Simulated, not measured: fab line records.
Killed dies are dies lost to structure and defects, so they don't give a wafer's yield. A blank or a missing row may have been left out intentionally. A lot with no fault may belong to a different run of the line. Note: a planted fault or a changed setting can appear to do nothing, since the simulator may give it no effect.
A lot that was struck, set against a sound lot ; flow gf180mcu ; 44 steps out of a route of 602
Sound: these wafers, L188.2, L188.3, L188.4. Struck: wafer L204.2 (L204.1, L204.6, from the same lot, were not struck and are left out); the cause is given at the end.
At each step with rows: each side's tool, then ch and its chambers, then its first start. Under that, the readings that differ: sound wafers ; struck wafers ; difference of the means ; sigmas: that difference in standard deviations of wafers without a fault.
alike: readings with means less than 2 such deviations apart, plus words and numbers identical on both sides. not compared: withheld readings, readings lacking a value on some wafer, bounds such as >300 that could conceal the same value, and numbers that have no deviation in the record and whose values overlap.
The two part at a step that has a row with sigmas, a row that says differs or no value, or rows on one side only. When numbers do not overlap yet have no deviation, they are printed without sigmas and do not part them. A reading that every wafer of one side lacks parts them only if that side has two wafers or more.

first, 5 steps without rows for these wafers: GF_V2_STRIP_19 (strips in post etch residue remover, time 1200 s); GF_V2_CLEAN_20 (cleans in DIW); GF_V2_SPUTTER_21 (material Ti, target thk 15 nm, time 80.02 s); GF_V2_SPUTTER_22 (material TiN, target thk 10 nm, time 40 s); GF_V2_CVD_23 (deposits W, target thk 350 nm, time 104.94 s).
GF_V2_RS_MEAS_24: the measuring method here is four-point-probe.
  struck on film metro-02, day 27 08:47; sound on film metro-03, day 22 05:38
  alike: V2_W_RS
GF_V2_THK_MEAS_25: measures by xrf.
  struck on film metro-02, day 27 08:55; sound on film metro-03, day 22 05:45
  alike: V2_W_THK
GF_V2_CMP_26: polishes, stops on SiO2, t overpolish 15 s, target thk 0 nm.
  sound on cmp-02 ch 0,1,2, day 22 05:51; struck on cmp-01 ch 1, day 27 09:01
  alike: motor current A, overpolish run s, slurry filter dp kPa, time to endpoint s
GF_M3_SPUTTER_00: material Ti, target thk 37.5 nm, time 150 s.
  struck on pvd sputter-01, day 27 09:16; sound on pvd sputter-04, day 22 06:06
reading;sound;struck;difference;sigmas
substrate temp c (C);199.99 199.81 199.69;200.16;+0.33;+2
  alike: throttle valve pct
then, 2 steps without rows for these wafers: GF_M3_SPUTTER_01 (material TiN, target thk 30 nm, time 25 s); GF_M3_SPUTTER_02 (material AlCu, target thk 450 nm, time 23.9 s).
GF_M3_SPUTTER_03: material Ti, target thk 10 nm, time 6.7 s.
  struck on pvd sputter-01, day 27 09:26; sound on pvd sputter-04, day 22 06:16
  alike: substrate temp c, throttle valve pct
GF_M3_SPUTTER_04: material TiN, target thk 50 nm, time 41.7 s.
  struck on pvd sputter-01, day 27 09:27; sound on pvd sputter-04, day 22 06:17
reading;sound;struck;difference;sigmas
model.TiN_of_M3_SPUTTER_04.thk nm (nm);48.61 48.99 49.84;37.9;-11.2;
  alike: throttle valve pct
GF_M3_RS_MEAS_05: the measuring method here is four-point-probe.
  struck on film metro-01, day 27 09:29; sound on film metro-02, day 22 06:20
  alike: M3_ALCU_RS
GF_M3_THK_MEAS_06: measures by xrf.
  struck on film metro-01, day 27 09:37; sound on film metro-02, day 22 06:27
reading;sound;struck;difference;sigmas
M3_ALCU_THK (nm);452 447 452;471;+21;+4
then, 7 steps without rows for these wafers: GF_M3_DEHYDRATE_07 (time 60 s); GF_M3_HMDS_08 (prime time 60 s); GF_M3_COAT_09 (resist thk 1000 nm); GF_M3_SOFTBAKE_10 (time 60 s); GF_M3_EXPOSE_11 (exposes mask Metal3, target cd 280 nm); GF_M3_PEB_12 (peb time 90 s); GF_M3_DEVELOP_13 (develop time 60 s).
GF_M3_CD_MEAS_14: the cd target is 280 nm.
  struck on cd sem-02, day 28 05:14; sound on cd sem-02, day 23 05:10
  alike: cd nm
GF_M3_OVL_MEAS_15:
  struck on overlay-02, day 28 05:22; sound on overlay-01, day 23 05:17
  alike: M3_OVL
GF_M3_METAL_ETCH_16: etches the open film in Cl2/BCl3, stops on SiO2, target depth 750.8 nm, time 125.1 s.
  sound on rie metal-01 ch 0,1, day 23 05:19; struck on rie metal-02 ch 0, day 28 05:23
  alike: drypump motor current A, oes product au, throttle valve pct
  not compared: rf hours counter h
then, 4 steps without rows for these wafers: GF_M3_STRIP_17 (strips in O2/N2); GF_M3_STRIP_18 (strips in post etch residue remover, time 1200 s); GF_M3_CLEAN_19 (cleans in DIW); GF_V3_CVD_00 (deposits SiO2, target thk 600 nm, time 100 s).
GF_V3_THK_MEAS_01:
  struck on film metro-03, day 28 06:10; sound on film metro-02, day 23 06:04
  alike: V3_CVD_00_THK
GF_V3_CVD_02: deposits SiO2 from TEOS, target thk 850 nm, time 94.851 s.
  sound on pecvd-02 ch 0,1,2, day 23 06:07; struck on pecvd-01 ch 2, day 28 06:13
  alike: heater power w
GF_V3_THK_MEAS_03:
  struck on film metro-01, day 28 06:17; sound on film metro-02, day 23 06:11
  alike: V3_CVD_02_THK
then, 1 step without rows for these wafers: GF_V3_CMP_04 (polishes SiO2).
GF_V3_BOW_MEAS_05:
  struck on film metro-01, day 28 06:39; sound on film metro-02, day 23 06:34
reading;sound;struck;difference;sigmas
V3_BOW (um);131 133 124;101;-28;-3
then, 8 steps without rows for these wafers: GF_V3_DEHYDRATE_06 (time 60 s); GF_V3_HMDS_07 (prime time 60 s); GF_V3_COAT_08; GF_V3_COAT_09 (resist thk 1000 nm); GF_V3_SOFTBAKE_10 (time 60 s); GF_V3_EXPOSE_11 (exposes mask Via3, target cd 260 nm); GF_V3_PEB_12 (peb time 90 s); GF_V3_DEVELOP_13 (develop time 60 s).
GF_V3_STRIP_19: strips in post etch residue remover, time 1200 s.
  sound on wet bench-01 ch 0, day 24 05:41; struck on wet bench-03 ch 3, day 29 02:02
reading;sound;struck;difference;sigmas
model.TiN_of_M3_SPUTTER_04.thk nm (nm);47.77 48.16 49;37.07;-11.24;
next, for these wafers, 1 step has no rows: GF_PASSIVATION_PROBE_99.

## WHERE THEY PART
First at GF_M3_SPUTTER_00; last, within this record, at GF_V3_BOW_MEAS_05.

WHY: the cause the simulator had injected
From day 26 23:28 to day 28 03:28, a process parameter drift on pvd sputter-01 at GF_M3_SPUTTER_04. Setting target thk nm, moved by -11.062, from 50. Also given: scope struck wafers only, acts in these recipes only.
